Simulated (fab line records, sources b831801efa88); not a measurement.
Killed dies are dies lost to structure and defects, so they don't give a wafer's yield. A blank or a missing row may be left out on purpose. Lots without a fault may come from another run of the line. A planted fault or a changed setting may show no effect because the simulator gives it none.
Which tool did it? | flow sky130 | 13 lots, 39 wafers sampled, at 2 steps of a route of 708

WHAT THE GAUGES READ, wafer by wafer
SKY_LI_CONTACT_RS_MEAS_22: measures by four-point-probe. Usual: LI_CONTACT_W_RS 0.2841 ohm/sq, standard deviation 0.0028.
lot  | measured     | on            | LI_CONTACT_W_RS (ohm/sq) | flag
L204 | day 30 18:22 | film_metro-02 | 0.2820 0.2839 0.2799     |
L201 | day 30 19:24 | film_metro-01 | 0.2804 0.2804 0.2796     |
L203 | day 30 19:44 | film_metro-01 | 0.2829 0.2838 0.2864     |
L205 | day 30 20:56 | film_metro-04 | 0.2854 0.2839 0.2853     |
L208 | day 31 15:00 | film_metro-02 | 0.2853 0.2856 0.2852     |
L209 | day 32 04:00 | film_metro-02 | 0.2841 0.2790 0.2824     |
L211 | day 32 15:54 | film_metro-01 | 0.2849 0.2822 0.2846     |
L210 | day 32 17:09 | film_metro-04 | 0.2825 0.2836 0.2822     |
L212 | day 32 20:08 | film_metro-01 | 0.2818 0.2910 0.2842     |
L214 | day 34 20:29 | film_metro-04 | 0.2870 0.2854 0.2901     |
L217 | day 35 01:58 | film_metro-04 | 0.2867 0.2835 0.2882     |
L221 | day 36 02:03 | film_metro-01 | 0.2805 0.2800 0.2801     |
L222 | day 36 14:42 | film_metro-02 | 0.2856 0.2823 0.2795     |

SKY_LOCAL_INTERCONNECT_CD_MEAS_11: target cd 170 nm. Usual: cd_nm 170.1 nm, standard deviation 1.4.
lot  | measured     | on        | cd_nm (nm)        | flag
L204 | day 31 23:34 | cd_sem-02 | 167.5 168.7 166.8 |
L201 | day 31 23:57 | cd_sem-01 | 170.7 171.3 172.1 |
L203 | day 32 00:38 | cd_sem-01 | 170.5 169.6 170.0 |
L205 | day 32 01:52 | cd_sem-02 | 169.0 168.8 168.2 |
L208 | day 32 19:38 | cd_sem-02 | 169.5 171.1 169.1 |
L209 | day 33 08:04 | cd_sem-02 | 170.7 171.2 171.7 |
L211 | day 33 19:05 | cd_sem-01 | 171.1 171.1 172.3 |
L210 | day 33 20:16 | cd_sem-01 | 170.6 170.2 170.3 |
L212 | day 33 22:34 | cd_sem-01 | 168.5 170.2 169.7 |
L214 | day 35 23:16 | cd_sem-01 | 171.7 173.2 172.1 |
L217 | day 36 03:58 | cd_sem-01 | 171.8 170.7 171.9 |
L221 | day 37 04:59 | cd_sem-01 | 170.0 169.7 170.0 |
L222 | day 37 17:05 | cd_sem-01 | 169.9 169.8 169.2 |

WHICH TOOL RAN EACH LOT (tool, then ch and the chambers of the sampled wafers, then the start)
The record holds no process step before these readings.

WHAT THE TOOLS THEMSELVES READ (means of the sampled wafers that have a number; where no wafer has one, the mark that the record gives instead)
The record holds no such reading with a usual standard deviation.

THE ANSWER, worked out from the rows above alone
Rule: a lot is off if the mean of its wafers that have a number lies more than 3 standard deviations from the usual mean. A lot without any number at a reading at which 4 lots or more have one is off too. The other lots that the step has rows for count as sound. The gauges are gone through in route order, then the tools' own readings, and for those a lot's mean is taken as printed above. The first step at which some lot is off is used, and at that step the reading that is off furthest; a lot without a number counts as furthest.
No lot is off at any reading shown: from this, nothing can be told.

WHAT THE SIMULATOR HAD PUT IN
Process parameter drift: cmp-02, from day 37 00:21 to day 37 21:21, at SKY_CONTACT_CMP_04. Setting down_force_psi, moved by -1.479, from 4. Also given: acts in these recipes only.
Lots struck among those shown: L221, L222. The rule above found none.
